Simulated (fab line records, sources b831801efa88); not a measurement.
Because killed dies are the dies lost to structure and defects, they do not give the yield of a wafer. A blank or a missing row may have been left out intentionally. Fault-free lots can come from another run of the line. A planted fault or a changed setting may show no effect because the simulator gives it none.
Which of the tools did it? :: flow gf180mcu :: Sampling: 6 lots, 18 wafers, 3 of 602 route steps

WHAT THE GAUGES READ, wafer by wafer
GF_V2_CD_MEAS_14 targets a cd of 260 nm.
lot: L583
measured: day 20 05:37
on: cdSem-01
cdNm (nm): 259.0 258.7 259.1

lot: L585
measured: day 21 04:46
on: cdSem-02
cdNm (nm): 260.5 260.1 260.3

lot: L590
measured: day 23 00:12
on: cdSem-01
cdNm (nm): 260.2 260.5 260.1

lot: L594
measured: day 25 07:15
on: cdSem-02
cdNm (nm): 267.7 263.3 263.7

lot: L598
measured: day 26 11:58
on: cdSem-02
cdNm (nm): 257.3 257.6 258.6

lot: L603
measured: day 27 11:32
on: cdSem-01
cdNm (nm): 259.8 258.6 258.8

TOOL THAT RAN EACH LOT (tool first, then ch and the chambers of the sampled wafers, then the start)
lot: L583
GF_V2_CMP_04: cmp-02 ch 1,2,3, day 19 04:59
GF_V2_EXPOSE_11: krfScanner-02 ch 0, day 19 17:55

lot: L585
GF_V2_CMP_04: cmp-01 ch 0,1,2, day 20 03:44
GF_V2_EXPOSE_11: krfScanner-02 ch 0, day 20 16:20

lot: L590
GF_V2_CMP_04: cmp-02 ch 0,1,3, day 22 00:38
GF_V2_EXPOSE_11: krfScanner-02 ch 0, day 22 12:50

lot: L594
GF_V2_CMP_04: cmp-02 ch 1,2,3, day 24 08:53
GF_V2_EXPOSE_11: krfScanner-02 ch 0, day 24 20:34

lot: L598
GF_V2_CMP_04: cmp-02 ch 2,3, day 25 14:14
GF_V2_EXPOSE_11: krfScanner-01 ch 0, day 26 01:32

lot: L603
GF_V2_CMP_04: cmp-02 ch 1,2, day 26 14:26
GF_V2_EXPOSE_11: krfScanner-01 ch 0, day 27 01:38
- GF_V2_CMP_04: polishes SiO2.
- GF_V2_EXPOSE_11: exposes mask Via2, target cd 260 nm.

THE ANSWER, worked out from the rows above alone
Rule: what is usual is taken from the lots themselves. The widest of any qualifying gaps counts: lots, ordered by their means at a reading, are off when they make up no more than a third of the lots, leave a main group of 4 or more, and stand apart from it by 3 or more times the standard deviation of that group's means. Not used: any main group whose means are identical at the precision the tables above print for the reading. Also off: a lot with no number at a reading for which 4 or more lots have one. All remaining lots with rows at the step are treated as sound.
Off: L594, at GF_V2_CD_MEAS_14 (cdNm). The main group: mean 259.3 nm, standard deviation 0.92.
If a tool, at a process step before that reading, ran all the lots that are off and no sound lot after the first of them, it fits. The gauges at GF_V2_CD_MEAS_14 are tried like those tools. One fits: GF_V2_EXPOSE_11 on krfScanner-02. A fault onset in the window from L590 (day 22 12:50, its last sound lot) to L594 (day 24 20:34, its first lot off) fits.

WHAT HAD BEEN PUT IN BY THE SIMULATOR
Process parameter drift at GF_V2_EXPOSE_11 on krfScanner-02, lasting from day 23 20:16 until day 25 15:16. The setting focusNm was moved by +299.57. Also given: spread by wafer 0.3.
Struck lots among those shown: L594. The rule above reached the same finding.
